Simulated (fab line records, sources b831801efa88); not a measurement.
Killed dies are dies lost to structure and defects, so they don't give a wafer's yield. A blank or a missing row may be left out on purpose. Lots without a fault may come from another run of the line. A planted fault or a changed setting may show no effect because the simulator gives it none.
Chamber matching | flow sky130 | SKY_CAPM_CVD_00 on pecvd-04: 3 sister chambers
The step deposits SiO2, target thk 15.5 nm. 3 wafers are shown with their chamber, then 7 later ones without.

WAFERS WITH THEIR CHAMBER
wafer  | chamber | heater_power_outer_w (W)
L081.2 | 0       | 734
L084.1 | 1       | 400
L084.3 | 2       | 268

WAFERS WITHOUT THEIR CHAMBER
wafer  | heater_power_outer_w (W)
L084.5 | 399
L090.3 | 309
L090.4 | 296
L090.5 | 431
L094.2 | 702
L094.3 | 283
L094.5 | 287

WHICH CHAMBER EACH WENT THROUGH
wafer  | from the rows above     | in truth
L084.5 | 1                       | 1
L090.3 | can't be placed: 2 or 1 | 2
L090.4 | 2                       | 2
L090.5 | 1                       | 1
L094.2 | 0                       | 0
L094.3 | 2                       | 2
L094.5 | 2                       | 2
Placed correctly: 6 of 7. Can't be placed from these rows: 1 (the true chamber is among the candidates in 1). Placed wrongly: 0.
How it was worked out, from the rows above alone: a wafer's distance from a chamber is the root of the sum, over the readings, of the square of ((its reading less the chamber's mean) divided by the reading's scatter). The wafer belongs to the nearest chamber; if the next one is less than 2 further off, it can't be placed. A chamber's mean is the mean of its shown wafers. The scatter: with one shown wafer a chamber, the root of the mean of the squares of how far each hidden wafer lies from its nearest shown one.
